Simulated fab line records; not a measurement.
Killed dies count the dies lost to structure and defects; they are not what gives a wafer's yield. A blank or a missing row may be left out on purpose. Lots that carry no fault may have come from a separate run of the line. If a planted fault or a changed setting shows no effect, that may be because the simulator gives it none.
Code-filled problem report in 8D (eight disciplines) form / flow gf180mcu / the parts of the form that need people (team, actions taken, sign-off) are left out

## 1. THE ISSUE
Across 6 wafers from 2 lots, NWELL_TW at GF_NWELL_TW_MEAS_11 averages 1926, while fault-free wafers read 1599 with a standard deviation of 15. That puts it +22 standard deviations away from the usual mean.
First observed at day 5 21:13: wafer L715.1, on filmMetro-03. Wafers with a number at this step in the record: 36, from 12 lots. Rule for "out" (also "out of limits"): further than 4 standard deviations from the usual mean. The other wafers with a number count as sound.

## 2. WHAT IT IS; WHAT IT IS NOT
question=which readings at this step | is=NWELL_TW | is not=-
question=which lots | is=L715, L716 | is not=L704, L705, L706, L708, L711, L712, L713, L724, L725, L726
question=which wafers of those lots | is=all that have a number | is not=-
question=read on which gauges | is=filmMetro-01, filmMetro-03 | is not=-
question=when | is=from day 5 21:13 | is not=up to then (21 sound wafers); but 9 sound wafers of L724, L725, L726 came after

## 3. SUSPECTS, AND WHAT RULES EACH OUT
Counting: any tool at a process step up to the reading is kept as a suspect provided that every lot that is out went through it and no sound lot did after the first of them.
- the gauge at GF_NWELL_TW_MEAS_11 is ruled out. The wafers that are out were read on 2 gauges (filmMetro-01, filmMetro-03).
- implanter-04 at GF_NWELL_IMPLANT_09: kept. It processed each lot that is out, first L715 at day 5 20:58, and no sound lot thereafter; up to then, the last sound lot it processed was L711 at day 4 22:04. Its own doseIonsCm2, faradayCurrentUA readings are out on those wafers.
Left after counting: implanter-04 at GF_NWELL_IMPLANT_09.

## 4. THE CAUSE (what the simulator had put in)
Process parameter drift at GF_NWELL_IMPLANT_09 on implanter-04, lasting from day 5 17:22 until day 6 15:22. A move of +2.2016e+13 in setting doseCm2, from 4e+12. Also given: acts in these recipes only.
Only this tool survived the counting.

## 5. THE EFFECT CHAIN, in route order
Each row: a reading whose mean over the struck wafers that have a number lies more than 3 standard deviations from the usual. Only readings whose record carries a usual standard deviation are examined. hours: median over the lots of the time between each lot's start at the first step of this table that gives one and its start at this step. sigmas: the change, counted in usual standard deviations.
hours=0; step=GF_NWELL_IMPLANT_09; reading=doseIonsCm2; usual=4e+12; on struck wafers=3e+13; change=+2e+13; sigmas=+99 or more
hours=0; step=GF_NWELL_IMPLANT_09; reading=faradayCurrentUA; usual=22.6; on struck wafers=146.1; change=+123.5; sigmas=+99 or more
hours=0; step=GF_NWELL_TW_MEAS_11; reading=NWELL_TW; usual=1599; on struck wafers=1926; change=+328; sigmas=+22
hours=116; step=GF_VT_IMPLANT_RS_MEAS_47; reading=NWELL_RS; usual=487.8 ohm/sq; on struck wafers=311.8; change=-176.0; sigmas=-99 or more
The process steps in it:
- GF_NWELL_IMPLANT_09
At these later measuring or inspecting steps, every struck wafer for which the step has a row has a number for every such reading, and none has moved that far: GF_V1_THK_MEAS_03.

## 6. HOW IT WOULD HAVE BEEN CAUGHT EARLIER
4 hours passed between the start of the fault at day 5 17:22 and the first reading out of limits at a measuring or inspecting step in this record, taken at day 5 21:13.
Tool's own readings at GF_NWELL_IMPLANT_09, doseIonsCm2, faradayCurrentUA: out on all struck wafers the step has rows for; an alarm limit on them would have tripped on the first.
Lots out: 2; of these, L716 started GF_NWELL_IMPLANT_09 on implanter-04 after day 5 21:13. It would have been spared by a hold on the tool at that moment.
